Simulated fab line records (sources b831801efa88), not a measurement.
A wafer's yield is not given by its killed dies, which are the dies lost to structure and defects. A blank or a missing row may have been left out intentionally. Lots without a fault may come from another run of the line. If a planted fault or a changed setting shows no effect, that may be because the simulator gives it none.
Matching of chambers    flow gf180mcu    GF_V5_CMP_04 on cmp-02 has 4 sister chambers
The step polishes SiO2. 4 wafers are shown with their chamber, then 7 later ones without.

EACH WAFER AND ITS CHAMBER
wafer   chamber  motor-current-A (A)
L867.3  3        13.9
L874.6  0        9.9
L875.1  1        14.7
L875.4  2        11.0

WAFERS WHOSE CHAMBER IS MISSING
wafer   motor-current-A (A)
L875.6  9.5
L876.2  13.3
L876.3  9.7
L876.6  9.3
L887.1  14.0
L887.3  9.8
L887.5  13.7

WHICH CHAMBER EACH ONE RAN IN
wafer   from the rows above      in truth
L875.6  0                        0
L876.2  3                        3
L876.3  0                        0
L876.6  0                        0
L887.1  can't be placed: 3 or 1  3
L887.3  0                        0
L887.5  3                        3
6 of 7 placed correctly. Not placeable from these rows: 1 (in 1, the candidates include the true chamber). Number placed wrongly: 0.
How it was worked out, from the rows above alone: a wafer's distance from a chamber is the root of the sum, over the readings, of the square of ((its reading less the chamber's mean) divided by the reading's scatter). The wafer belongs to the nearest chamber; if the next one is less than 2 further off, it can't be placed. The mean given for a chamber averages the wafers shown for that chamber. The scatter (one wafer shown for each chamber): square how far every hidden wafer sits from the nearest shown wafer, average those squares and take the square root.
